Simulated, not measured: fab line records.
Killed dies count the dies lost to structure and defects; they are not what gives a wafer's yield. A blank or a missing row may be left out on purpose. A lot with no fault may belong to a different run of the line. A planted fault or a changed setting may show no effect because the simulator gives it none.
fab line records ; flow sky130
record: lots: 7; wafers: 21; last_day: 49
route steps=708 shown CONTACT@425 METAL1@434 PAD_OPEN@708
lots with no fault: from the same line, run without faults
start_h: hours from the record's first day to the start of the lot's first wafer shown ; wait_h: time in hours since the lot's previous step ; " identical to the entry in the row above ; L1.1+2: a single row standing in for several wafers ; - no value, or no start given ; * or withheld: withheld ; < > ~ a bound
route shown NAME@n: NAME is a module with steps in the file, n the number in the route of the first one ; usual: mean/standard deviation of fault-free wafers ; same: alike in all rows ; chamber/n: place in a boat ; sites: readings site by site ; _std_site: standard deviation of those values ; _edge_site: inner sites' mean taken away from outer sites' mean ; radius_mm: how far each site lies from the wafer's centre ; mask NAME#n: copy n ; behind: the most recent tool/chamber to have shaped the wafer ; hold: why the lot was held/for how many hours/how that ended ; device: names the non-switching transistor (n, p or np) ; end of line: tests run on the same wafers once the route is complete ; step lacking rows: just its recipe ; killed: not the wafer's yield, but the dies lost to structure and defects at the first sort ; map: per-die view of a wafer (x killed, . not killed, _ where there is no die)
set.NAME: the setting that was run; set.NAME@STEP: the one run at that earlier step ; model.NAME: the simulator's own value behind a step, which no gauge read
lots at some steps of the route; a table a step, a row a wafer
services: from which hour (start_h, from the record's first day; less than 0 if before it) a tool's chamber was out of use, for how many hours, and why
== steps ==
step: SKY_CONTACT_STRIP_19
recipe: chemistry: O2/N2; power_w: 1400; pressure_mtorr: 1500; platen_temp_c: withheld; o2_flow_sccm: 3000; n2_flow_sccm: 300; overash_fraction: 0.5
usual: drypump_motor_current_A: 5.5/0.39; oes_product_au: 0.381/0.0046; strip_time_to_endpoint_s: 3.613/0.023
lot.wafer;tool;chamber;start_h;wait_h;drypump_motor_current_A;oes_product_au;rf_hours_counter_h;strip_time_to_endpoint_s
L805.1;plasma_asher-03;0;738.28;-;5.4;0.373;65;3.600
L805.2;plasma_asher-03;1;738.28;-;4.9;0.377;65;3.553
L805.4;plasma_asher-03;0;738.28;-;5.5;0.388;-;3.593
L809.1;plasma_asher-02;0;796.13;-;5.7;0.378;6;3.616
L809.4;plasma_asher-02;1;796.13;-;5.1;0.376;-;3.636
L809.6;plasma_asher-02;1;796.13;-;5.1;0.380;-;3.603
L814.3;plasma_asher-03;1;825.17;-;4.9;0.382;-;3.666
L814.4;plasma_asher-03;0;825.17;-;5.4;0.386;-;3.614
L814.6;plasma_asher-03;1;825.17;-;5.0;0.381;-;3.601
L816.2;plasma_asher-04;0;825.83;-;6.1;0.376;95;3.585
L816.3;plasma_asher-04;1;825.83;-;5.6;0.384;-;3.623
L816.5;plasma_asher-04;0;825.83;-;6.1;0.370;-;3.622
L818.1;plasma_asher-04;1;838.03;-;5.7;0.384;97;3.621
L818.2;plasma_asher-04;0;838.03;-;6.1;0.383;97;3.613
L818.4;plasma_asher-04;1;838.03;-;5.7;0.383;-;3.609
L819.1;plasma_asher-04;0;845.71;-;6.1;0.376;97;3.635
L819.2;plasma_asher-04;1;845.71;-;5.6;0.377;97;3.603
L819.4;plasma_asher-04;0;845.71;-;6.1;0.385;-;3.647
L824.1;plasma_asher-04;1;883.08;-;5.7;0.383;101;3.596
L824.2;plasma_asher-04;0;883.08;-;6.1;0.376;101;3.613
L824.5;plasma_asher-04;0;883.08;-;6.1;0.378;-;3.592
step: SKY_CONTACT_STRIP_20
recipe: chemistry: post_etch_residue_remover; time_s: 1200; temp_c: 72.5
step: SKY_CONTACT_CLEAN_21
recipe: chemistry: IPA; time_s: 180; temp_c: 25
step: SKY_CONTACT_CLEAN_22
recipe: chemistry: O3/DIW; dry: n2_spin
step: SKY_CONTACT_SPUTTER_23
recipe: material: TiN; target_thk_nm: 20; chamber_pressure_pa: 5; power_w: 4000; time_s: 80
usual: cathode_dc_power_W: 4000.0/0.73; throttle_valve_pct: 30.1/0.75
same: time_s: 80
lot.wafer;tool;chamber;start_h;wait_h;cathode_dc_power_W;throttle_valve_pct
L805.1;pvd_sputter-02;-;738.91;0.0;4001.8;30.6
L805.2;pvd_sputter-02;-;738.91;0.0;4000.1;28.3
L805.4;pvd_sputter-02;-;738.91;0.0;3999.9;30.3
L809.1;pvd_sputter-03;-;796.72;0.0;4000.4;30.6
L809.4;pvd_sputter-03;-;796.72;0.0;3999.0;30.6
L809.6;pvd_sputter-03;-;796.72;0.0;3999.5;30.5
L814.3;pvd_sputter-02;-;825.73;0.0;3999.3;30.7
L814.4;pvd_sputter-02;-;825.73;0.0;4000.4;30.5
L814.6;pvd_sputter-02;-;825.73;0.0;3999.9;28.7
L816.2;pvd_sputter-01;-;826.42;0.0;4000.5;29.6
L816.3;pvd_sputter-01;-;826.42;0.0;3999.2;31.3
L816.5;pvd_sputter-01;-;826.42;0.0;3999.7;30.9
L818.1;pvd_sputter-01;-;838.69;0.0;4000.2;29.9
L818.2;pvd_sputter-01;-;838.69;0.0;3999.9;30.6
L818.4;pvd_sputter-01;-;838.69;0.0;4000.7;31.0
L819.1;pvd_sputter-02;-;846.73;0.0;4000.7;28.8
L819.2;pvd_sputter-02;-;846.73;0.0;4000.0;29.8
L819.4;pvd_sputter-02;-;846.73;0.0;4000.8;30.1
L824.1;pvd_sputter-03;-;883.67;0.0;4000.4;30.4
L824.2;pvd_sputter-03;-;883.67;0.0;4000.2;29.9
L824.5;pvd_sputter-03;-;883.67;0.0;4002.0;30.1
step: SKY_CONTACT_CVD_24
recipe: material: W; target_thk_nm: 340; time_s: 102.12; temp_c: 400; pressure_torr: 40
step: SKY_CONTACT_RS_MEAS_25
recipe: thk_meas_gauge: four-point-probe; reads: W_of_CONTACT_CVD_24+TiN_of_CONTACT_SPUTTER_23
usual: CONTACT_W_RS: 0.339/0.0033
lot.wafer;tool;chamber;start_h;wait_h;CONTACT_W_RS[ohm/sq]
L805.1;film_metro-01;-;739.20;0.2;0.338
L805.2;film_metro-01;-;739.20;0.2;0.338
L805.4;film_metro-01;-;739.20;0.2;0.339
L809.1;film_metro-02;-;796.89;0.1;0.339
L809.4;film_metro-02;-;796.89;0.1;0.340
L809.6;film_metro-02;-;796.89;0.1;0.339
L814.3;film_metro-04;-;825.94;0.1;0.335
L814.4;film_metro-04;-;825.94;0.1;0.335
L814.6;film_metro-04;-;825.94;0.1;0.336
L816.2;film_metro-02;-;826.62;0.1;0.347
L816.3;film_metro-02;-;826.62;0.1;0.342
L816.5;film_metro-02;-;826.62;0.1;0.343
L818.1;film_metro-02;-;838.86;0.1;0.336
L818.2;film_metro-02;-;838.86;0.1;0.337
L818.4;film_metro-02;-;838.86;0.1;0.338
L819.1;film_metro-02;-;846.91;0.1;0.342
L819.2;film_metro-02;-;846.91;0.1;0.344
L819.4;film_metro-02;-;846.91;0.1;0.340
L824.1;film_metro-02;-;883.84;0.1;0.338
L824.2;film_metro-02;-;883.84;0.1;0.341
L824.5;film_metro-02;-;883.84;0.1;0.343
step: SKY_CONTACT_THK_MEAS_26
recipe: thk_meas_gauge: xrf; reads: W_of_CONTACT_CVD_24
usual: CONTACT_W_THK: 341/5.5
lot.wafer;tool;chamber;start_h;wait_h;CONTACT_W_THK[nm]
L805.1;film_metro-01;-;739.32;0.1;342
L805.2;film_metro-01;-;739.32;0.1;340
L805.4;film_metro-01;-;739.32;0.1;339
L809.1;film_metro-02;-;797.01;0.1;338
L809.4;film_metro-02;-;797.01;0.1;336
L809.6;film_metro-02;-;797.01;0.1;339
L814.3;film_metro-04;-;826.04;0.1;352
L814.4;film_metro-04;-;826.04;0.1;351
L814.6;film_metro-04;-;826.04;0.1;353
L816.2;film_metro-02;-;826.73;0.1;337
L816.3;film_metro-02;-;826.73;0.1;338
L816.5;film_metro-02;-;826.73;0.1;339
L818.1;film_metro-02;-;838.98;0.1;345
L818.2;film_metro-02;-;838.98;0.1;345
L818.4;film_metro-02;-;838.98;0.1;343
L819.1;film_metro-02;-;847.03;0.1;335
L819.2;film_metro-02;-;847.03;0.1;334
L819.4;film_metro-02;-;847.03;0.1;339
L824.1;film_metro-02;-;883.96;0.1;333
L824.2;film_metro-02;-;883.96;0.1;331
L824.5;film_metro-02;-;883.96;0.1;331
step: SKY_CONTACT_CMP_27
recipe: stop_on: SiO2; t_overpolish_s: 15; down_force_psi: 3.5; platen_rpm: 60; target_thk_nm: 0; pad_velocity_m_s: 0.94248
usual: motor_current_A: 11.1/0.9; overpolish_run_s: 15.000/0.0097; time_to_endpoint_s: 80.2/2.7
lot.wafer;tool;chamber;start_h;wait_h;motor_current_A;overpolish_run_s;time_to_endpoint_s
L805.2;cmp-01;0;739.38;0.0;12.0;14.987;75.0
L805.4;cmp-01;1;739.38;0.0;10.3;15.007;78.4
L805.1;cmp-01;3;739.38;0.0;8.9;15.007;75.9
L809.4;cmp-01;1;797.45;0.4;10.7;15.001;78.4
L809.1;cmp-01;2;797.45;0.4;11.8;14.996;82.4
L809.6;cmp-01;1;797.45;0.4;10.6;15.010;84.5
L814.3;cmp-01;1;826.08;0.0;10.2;15.006;78.8
L814.4;cmp-01;0;826.08;0.0;12.0;15.014;79.0
L814.6;cmp-01;2;826.08;0.0;12.0;14.999;80.9
L816.3;cmp-02;3;826.88;0.1;10.9;15.014;78.5
L816.2;cmp-02;0;826.88;0.1;12.1;15.001;83.4
L816.5;cmp-02;1;826.88;0.1;11.9;14.995;79.2
L818.2;cmp-02;0;839.09;0.1;11.9;14.994;87.1
L818.4;cmp-02;1;839.09;0.1;11.1;14.983;83.0
L818.1;cmp-02;2;839.09;0.1;11.7;14.999;82.2
L819.1;cmp-02;3;847.09;0.1;10.7;15.007;78.5
L819.2;cmp-02;0;847.09;0.1;11.7;14.998;79.4
L819.4;cmp-02;2;847.09;0.1;11.4;14.992;81.2
L824.2;cmp-02;2;884.02;0.0;11.9;14.990;84.7
L824.1;cmp-02;0;884.02;0.0;11.5;15.008;87.3
L824.5;cmp-02;3;884.02;0.0;10.8;15.002;80.1
step: SKY_METAL1_SPUTTER_00
recipe: material: Ti; target_thk_nm: 15; power_w: 3000; time_s: 10; chamber_pressure_pa: 0.4
step: SKY_METAL1_SPUTTER_01
recipe: material: TiN; target_thk_nm: 20; power_w: 6500; time_s: 16.7; chamber_pressure_pa: 0.4
usual: cathode_dc_power_W: 6500.0/1.2; throttle_valve_pct: 30.1/0.7
same: time_s: 16.7
lot.wafer;tool;chamber;start_h;wait_h;cathode_dc_power_W;throttle_valve_pct
L805.1;pvd_sputter-02;-;739.75;0.0;6500.4;28.7
L805.2;pvd_sputter-02;-;739.75;0.0;6499.5;30.4
L805.4;pvd_sputter-02;-;739.75;0.0;6500.8;30.6
L809.1;pvd_sputter-02;-;797.72;0.0;6501.0;28.7
L809.4;pvd_sputter-02;-;797.72;0.0;6499.6;30.2
L809.6;pvd_sputter-02;-;797.72;0.0;6502.2;30.7
L814.3;pvd_sputter-03;-;826.40;0.0;6499.1;30.4
L814.4;pvd_sputter-03;-;826.40;0.0;6500.8;30.4
L814.6;pvd_sputter-03;-;826.40;0.0;6500.1;30.6
L816.2;pvd_sputter-02;-;827.10;0.0;6501.3;30.3
L816.3;pvd_sputter-02;-;827.10;0.0;6498.7;30.8
L816.5;pvd_sputter-02;-;827.10;0.0;6500.1;28.7
L818.1;pvd_sputter-02;-;839.36;0.0;6501.7;30.4
L818.2;pvd_sputter-02;-;839.36;0.0;6500.8;28.7
L818.4;pvd_sputter-02;-;839.36;0.0;6501.4;30.7
L819.1;pvd_sputter-02;-;847.41;0.0;6499.5;28.6
L819.2;pvd_sputter-02;-;847.41;0.0;6496.4;30.0
L819.4;pvd_sputter-02;-;847.41;0.0;6497.2;30.3
L824.1;pvd_sputter-04;-;884.34;0.0;6499.8;30.8
L824.2;pvd_sputter-04;-;884.34;0.0;6499.1;29.9
L824.5;pvd_sputter-04;-;884.34;0.0;6499.6;30.2
step: SKY_METAL1_SPUTTER_02
recipe: material: AlCu; target_thk_nm: 250; power_w: 10600; time_s: 13.3; chamber_pressure_pa: 0.4
usual: cathode_dc_power_W: 10600/1.8; throttle_valve_pct: 30.1/0.72
same: time_s: 13.3
lot.wafer;tool;chamber;start_h;wait_h;cathode_dc_power_W;throttle_valve_pct
L805.1;pvd_sputter-02;-;739.78;0.0;10602;28.7
L805.2;pvd_sputter-02;-;739.78;0.0;10603;30.2
L805.4;pvd_sputter-02;-;739.78;0.0;10602;30.7
L809.1;pvd_sputter-02;-;797.75;0.0;10599;28.8
L809.4;pvd_sputter-02;-;797.75;0.0;10598;30.1
L809.6;pvd_sputter-02;-;797.75;0.0;10606;30.6
L814.3;pvd_sputter-03;-;826.43;0.0;10602;30.7
L814.4;pvd_sputter-03;-;826.43;0.0;10598;30.7
L814.6;pvd_sputter-03;-;826.43;0.0;10599;30.2
L816.2;pvd_sputter-02;-;827.12;0.0;10598;30.4
L816.3;pvd_sputter-02;-;827.12;0.0;10600;31.0
L816.5;pvd_sputter-02;-;827.12;0.0;10599;28.9
L818.1;pvd_sputter-02;-;839.39;0.0;10601;30.0
L818.2;pvd_sputter-02;-;839.39;0.0;10601;28.8
L818.4;pvd_sputter-02;-;839.39;0.0;10604;30.8
L819.1;pvd_sputter-02;-;847.43;0.0;10600;28.7
L819.2;pvd_sputter-02;-;847.43;0.0;10601;29.9
L819.4;pvd_sputter-02;-;847.43;0.0;10599;30.5
L824.1;pvd_sputter-04;-;884.37;0.0;10600;31.1
L824.2;pvd_sputter-04;-;884.37;0.0;10597;29.8
L824.5;pvd_sputter-04;-;884.37;0.0;10601;30.3
step: SKY_METAL1_SPUTTER_03
recipe: material: Ti; target_thk_nm: 5; power_w: 3000; time_s: 3.3; chamber_pressure_pa: 0.4
usual: cathode_dc_power_W: 2999.9/0.57; throttle_valve_pct: 30.1/0.71
lot.wafer;tool;chamber;start_h;wait_h;cathode_dc_power_W;throttle_valve_pct;model.Ti_of_METAL1_SPUTTER_03.thk_nm
L805.1;pvd_sputter-02;-;739.80;0.0;3000.0;28.5;5.089
L805.2;pvd_sputter-02;-;739.80;0.0;2999.5;30.1;5.054
L805.4;pvd_sputter-02;-;739.80;0.0;2999.8;31.0;5.041
L809.1;pvd_sputter-02;-;797.77;0.0;3000.1;28.4;5.055
L809.4;pvd_sputter-02;-;797.77;0.0;3000.1;30.2;5.09
L809.6;pvd_sputter-02;-;797.77;0.0;2999.5;30.5;5.142
L814.3;pvd_sputter-03;-;826.45;0.0;3000.3;30.5;4.909
L814.4;pvd_sputter-03;-;826.45;0.0;2998.5;30.6;5.063
L814.6;pvd_sputter-03;-;826.45;0.0;3000.6;30.6;5.027
L816.2;pvd_sputter-02;-;827.15;0.0;2999.7;30.5;9.44
L816.3;pvd_sputter-02;-;827.15;0.0;3000.2;30.6;4.932
L816.5;pvd_sputter-02;-;827.15;0.0;3000.2;28.8;4.923
L818.1;pvd_sputter-02;-;839.41;0.0;2999.5;29.9;9.535
L818.2;pvd_sputter-02;-;839.41;0.0;3000.3;28.6;5.096
L818.4;pvd_sputter-02;-;839.41;0.0;3001.0;30.8;5.165
L819.1;pvd_sputter-02;-;847.46;0.0;3000.1;28.6;5.009
L819.2;pvd_sputter-02;-;847.46;0.0;2999.5;30.2;4.987
L819.4;pvd_sputter-02;-;847.46;0.0;2999.8;30.0;9.395
L824.1;pvd_sputter-04;-;884.39;0.0;3000.2;30.9;4.86
L824.2;pvd_sputter-04;-;884.39;0.0;2999.3;29.6;4.973
L824.5;pvd_sputter-04;-;884.39;0.0;3000.2;30.1;4.967
step: SKY_METAL1_SPUTTER_04
recipe: material: TiN; target_thk_nm: 70; power_w: 6500; time_s: 58.3; chamber_pressure_pa: 0.4
step: SKY_PAD_OPEN_PROBE_99
usual: defect_limited_yield: 82.2/1.9; killed_at_M0_to_M3: 43/6.5; killed_at_M4_up: 3.5/1.9; killed_at_contacts: 24/5.4; killed_at_front_end: 16/4.8; killed_at_other: 0.4/0.64; killed_dies: 87/9.4; killed_open: 47/7; killed_short: 40/6.3; sort_bin_3_pad_short: 0.9/0.4; sort_bin_5_function: 10.5/1.4; sort_bin_6_memory: 6.3/1.1; sort_n_pass: 405/9.4; sort_yield_pct: 82.2/1.9
same: gross_dies: 492; killed_at_back_side: 0; sort_bin_4_leakage[%]: 0; sort_bin_8_speed[%]: 0
lot.wafer;tool;chamber;start_h;wait_h;defect_limited_yield[%];killed_at_M0_to_M3;killed_at_M4_up;killed_at_contacts;killed_at_front_end;killed_at_other;killed_dies;killed_open;killed_short;sort_bin_3_pad_short[%];sort_bin_5_function[%];sort_bin_6_memory[%];sort_n_pass;sort_yield_pct[%];model.etest.met1.line_ohm_um;model.etest.met1.rs_ohm_sq
L805.1;prober-02;-;1077.90;0.1;81.7;49;4;27;10;0;90;54;36;1.0;10.6;6.7;402;81.7;0.9182;0.1292
L805.2;prober-02;-;1077.95;0.1;85.4;45;1;20;6;0;72;45;27;0.4;8.7;5.5;420;85.4;0.9766;0.1288
L805.4;prober-02;-;1078.05;0.2;84.1;37;1;28;12;0;78;46;32;1.4;9.3;5.1;414;84.1;0.9307;0.1285
L809.1;prober-02;-;1124.14;0.1;85.0;39;2;23;10;0;74;44;30;0.8;8.9;5.3;418;85.0;0.906;0.1289
L809.4;prober-02;-;1124.29;0.2;81.7;54;5;24;7;0;90;47;43;0.6;10.8;6.9;402;81.7;0.8921;0.1286
L809.6;prober-02;-;1124.39;0.2;81.5;49;3;25;14;0;91;56;35;1.2;10.0;7.3;401;81.5;0.9077;0.1291
L814.3;prober-01;-;1143.41;0.2;80.5;53;5;26;12;0;96;44;52;1.0;11.4;7.1;396;80.5;0.9306;0.1286
L814.4;prober-01;-;1143.46;0.2;84.8;36;4;19;15;1;75;35;37;0.8;8.9;5.5;417;84.8;0.9226;0.1293
L814.6;prober-01;-;1143.56;0.2;81.9;38;5;26;19;1;89;46;42;1.2;9.8;7.1;403;81.9;0.9335;0.1284
L816.2;prober-02;-;1144.66;0.1;81.1;38;3;36;15;1;93;51;41;1.2;11.0;6.7;399;81.1;0.97;0.1324
L816.3;prober-02;-;1144.71;0.2;82.7;43;5;21;14;2;85;43;40;0.8;11.8;4.7;407;82.7;0.9279;0.126
L816.5;prober-02;-;1144.81;0.2;81.1;49;3;23;17;1;93;46;46;0.8;12.6;5.5;399;81.1;0.9555;0.1286
L818.1;prober-02;-;1150.66;0.1;79.9;50;3;18;28;0;99;55;44;1.0;12.2;6.9;393;79.9;0.9659;0.1346
L818.2;prober-02;-;1150.71;0.1;81.9;47;6;21;15;0;89;46;43;0.8;11.0;6.3;403;81.9;0.9298;0.1286
L818.4;prober-02;-;1150.81;0.2;79.7;43;4;29;22;2;100;49;51;0.8;10.4;9.1;392;79.7;0.9356;0.1284
L819.1;prober-01;-;1157.31;0.1;81.1;55;6;25;6;1;93;55;38;1.4;10.2;7.3;399;81.1;0.9035;0.1285
L819.2;prober-01;-;1157.36;0.1;79.1;52;5;33;13;0;103;57;46;1.4;12.0;7.5;389;79.1;0.9078;0.1285
L819.4;prober-01;-;1157.46;0.2;85.6;37;2;22;10;0;71;36;35;0.4;9.3;4.7;421;85.6;0.9583;0.1352
L824.1;prober-02;-;1181.39;0.1;79.9;41;3;30;25;0;99;59;40;0.4;13.6;6.1;393;79.9;0.9322;0.1298
L824.2;prober-02;-;1181.44;0.1;85.8;35;3;21;11;0;70;37;33;0.4;8.7;5.1;422;85.8;0.9135;0.1288
L824.5;prober-02;-;1181.59;0.2;82.1;39;4;31;14;0;88;52;36;1.0;9.6;7.3;404;82.1;0.9165;0.1287
killed by level:class
L805.1 CONTACT:geometric_particle:open=14 LI_CONTACT:geometric_particle:open=8 VIA1:geometric_particle:open=8 VIA2:geometric_particle:open=8 VIA3:geometric_particle:open=8 VIA1:geometric_particle:short=7 METAL3:geometric_particle:short=5 FIELD_ISO:geometric_particle:open=4
L805.2 VIA1:geometric_particle:open=12 CONTACT:geometric_particle:open=9 VIA1:geometric_particle:short=7 VIA3:geometric_particle:open=7 METAL2:geometric_particle:short=6 LI_CONTACT:geometric_particle:open=5 METAL1:geometric_particle:short=4 VIA2:geometric_particle:open=4
L805.4 CONTACT:geometric_particle:open=13 VIA1:geometric_particle:open=10 LI_CONTACT:geometric_particle:open=7 METAL3:geometric_particle:short=5 VIA3:geometric_particle:open=5 CONTACT:geometric_particle:short=4 VIA2:geometric_particle:open=4 FIELD_ISO:geometric_particle:short=3
L809.1 VIA1:geometric_particle:open=10 CONTACT:geometric_particle:open=10 VIA2:geometric_particle:open=7 METAL3:geometric_particle:short=5 LOCAL_INTERCONNECT:geometric_particle:short=5 VIA3:geometric_particle:open=4 SPACER:geometric_particle:open=3 LI_CONTACT:geometric_particle:open=3
L809.4 VIA1:geometric_particle:open=10 METAL2:geometric_particle:short=9 LI_CONTACT:geometric_particle:open=8 LOCAL_INTERCONNECT:geometric_particle:short=8 VIA3:geometric_particle:short=8 VIA2:geometric_particle:open=7 CONTACT:geometric_particle:open=7 VIA3:geometric_particle:open=7
L809.6 VIA1:geometric_particle:open=14 LI_CONTACT:geometric_particle:open=10 VIA2:geometric_particle:open=8 CONTACT:geometric_particle:open=8 VIA1:geometric_particle:short=6 VIA2:geometric_particle:short=5 FIELD_ISO:geometric_particle:short=4 POLY_GATE:geometric_particle:open=4
L814.3 VIA2:geometric_particle:open=9 CONTACT:geometric_particle:open=8 METAL2:geometric_particle:short=8 VIA1:geometric_particle:open=7 METAL1:geometric_particle:short=7 LI_CONTACT:geometric_particle:open=6 CONTACT:geometric_particle:short=6 VIA3:geometric_particle:open=6
L814.4 LI_CONTACT:geometric_particle:open=7 VIA1:geometric_particle:open=7 CONTACT:geometric_particle:open=7 METAL3:geometric_particle:short=6 VIA1:geometric_particle:short=5 METAL2:geometric_particle:short=4 METAL1:geometric_particle:short=4 FIELD_ISO:geometric_particle:short=3
L814.6 CONTACT:geometric_particle:open=14 VIA1:geometric_particle:open=9 FIELD_ISO:geometric_particle:short=7 CONTACT:geometric_particle:short=6 VIA3:geometric_particle:open=5 VIA1:geometric_particle:short=5 METAL4:geometric_particle:short=5 POLY_GATE:geometric_particle:short=4
L816.2 VIA1:geometric_particle:open=12 LI_CONTACT:geometric_particle:open=11 CONTACT:geometric_particle:open=8 LOCAL_INTERCONNECT:geometric_particle:short=7 VIA2:geometric_particle:open=5 POLY_GATE:geometric_particle:short=5 CONTACT:geometric_particle:short=5 METAL1:geometric_particle:short=5
L816.3 VIA3:geometric_particle:open=9 VIA1:geometric_particle:open=8 METAL2:geometric_particle:short=6 LI_CONTACT:geometric_particle:open=5 FIELD_ISO:geometric_particle:open=4 FIELD_ISO:geometric_particle:short=4 CONTACT:geometric_particle:short=4 CONTACT:geometric_particle:open=4
L816.5 VIA1:geometric_particle:open=11 METAL1:geometric_particle:short=9 LI_CONTACT:geometric_particle:open=7 CONTACT:geometric_particle:short=7 VIA2:geometric_particle:open=6 METAL2:geometric_particle:short=6 POLY_GATE:geometric_particle:open=5 VIA3:geometric_particle:open=5
L818.1 VIA1:geometric_particle:open=12 FIELD_ISO:geometric_particle:short=11 LI_CONTACT:geometric_particle:open=7 VIA1:geometric_particle:short=7 VIA2:geometric_particle:open=7 METAL1:geometric_particle:short=6 VIA3:geometric_particle:open=6 FIELD_ISO:geometric_particle:open=5
L818.2 VIA1:geometric_particle:open=13 CONTACT:geometric_particle:open=9 METAL1:geometric_particle:short=8 VIA1:geometric_particle:short=7 FIELD_ISO:geometric_particle:short=5 LI_CONTACT:geometric_particle:open=5 VIA3:geometric_particle:short=4 FIELD_ISO:geometric_particle:open=3
L818.4 VIA1:geometric_particle:open=14 LI_CONTACT:geometric_particle:open=7 CONTACT:geometric_particle:open=7 METAL1:geometric_particle:short=7 POLY_GATE:geometric_particle:short=6 FIELD_ISO:geometric_particle:open=5 CONTACT:geometric_particle:short=5 LOCAL_INTERCONNECT:geometric_particle:short=5
L819.1 VIA2:geometric_particle:open=13 CONTACT:geometric_particle:open=10 VIA1:geometric_particle:open=9 VIA3:geometric_particle:open=8 LI_CONTACT:geometric_particle:open=7 METAL1:geometric_particle:short=7 CONTACT:geometric_particle:short=5 METAL4:geometric_particle:short=5
L819.2 CONTACT:geometric_particle:open=15 VIA1:geometric_particle:open=10 VIA2:geometric_particle:open=9 METAL2:geometric_particle:short=8 LI_CONTACT:geometric_particle:open=5 LOCAL_INTERCONNECT:geometric_particle:short=5 METAL1:geometric_particle:short=5 CONTACT:geometric_particle:short=5
L819.4 CONTACT:geometric_particle:open=9 METAL1:geometric_particle:short=6 VIA3:geometric_particle:short=5 VIA3:geometric_particle:open=5 FIELD_ISO:geometric_particle:short=4 LI_CONTACT:geometric_particle:open=4 LOCAL_INTERCONNECT:geometric_particle:short=4 VIA1:geometric_particle:open=4
L824.1 LI_CONTACT:geometric_particle:open=12 VIA1:geometric_particle:open=10 FIELD_ISO:geometric_particle:short=9 VIA2:geometric_particle:open=8 CONTACT:geometric_particle:short=7 VIA3:geometric_particle:open=6 METAL2:geometric_particle:short=5 FIELD_ISO:geometric_particle:open=4
L824.2 VIA1:geometric_particle:open=11 CONTACT:geometric_particle:open=7 METAL2:geometric_particle:short=5 VIA2:geometric_particle:open=5 FIELD_ISO:geometric_particle:short=4 VIA2:geometric_particle:short=4 LI_CONTACT:geometric_particle:short=3 LI_CONTACT:geometric_particle:open=3
L824.5 LI_CONTACT:geometric_particle:open=13 VIA1:geometric_particle:open=11 VIA1:geometric_particle:short=7 CONTACT:geometric_particle:open=6 METAL2:geometric_particle:short=5 METAL1:geometric_particle:short=5 VIA3:geometric_particle:open=5 FIELD_ISO:geometric_particle:short=4
== services ==
tool;chamber;start_h;hours;kind
cmp-01;-;716.52;6.9;pm
pvd_sputter-04;-;732.53;12.1;repair
plasma_asher-02;-;733.75;9.0;pm
pvd_sputter-03;-;736.49;4.8;repair
plasma_asher-04;-;739.16;1.3;repair
cmp-02;-;743.57;1.6;repair
cmp-01;-;745.76;4.0;pm
cmp-01;-;745.77;0.9;repair
cmp-01;-;749.76;-;consumable_replace:conditioner
cmp-01;-;749.76;-;consumable_replace:pad
plasma_asher-03;-;756.18;14.6;pm
cmp-01;-;759.12;1.3;repair
cmp-02;-;786.64;30.2;repair
cmp-02;-;804.44;1.9;repair
pvd_sputter-04;-;808.60;3.7;repair
pvd_sputter-02;-;814.32;2.1;repair
cmp-02;-;815.79;3.2;repair
plasma_asher-04;-;817.59;1.6;repair
pvd_sputter-01;-;818.68;1.0;repair
plasma_asher-04;-;839.36;3.5;repair
cmp-01;-;849.92;7.5;pm
pvd_sputter-02;-;870.27;2.4;repair
pvd_sputter-04;-;872.23;7.8;repair
pvd_sputter-04;-;879.08;1.4;repair
== key ==
first_sign none at tools or gauges
model_effect: step: SKY_METAL1_SPUTTER_03; value: Ti_of_METAL1_SPUTTER_03.thk_nm; without: 5.014; struck: 9.457
model_effect: step: SKY_PAD_OPEN_PROBE_99; value: etest.met1.line_ohm_um; without: 0.928; struck: 0.9648
met_at SKY_METAL1_SPUTTER_03
struck_wafers L816.2,L818.1,L819.4
onset_between 797.77 827.15
fault: kind: process_parameter_drift; tool: pvd_sputter-02; chamber: -; onset_h: 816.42; steps: SKY_METAL1_SPUTTER_03; channel: target_thk_nm; offset: 4.4429; shape: step; end_h: 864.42; acts_in: these_recipes_only; stated: 5; scope: struck_wafers_only
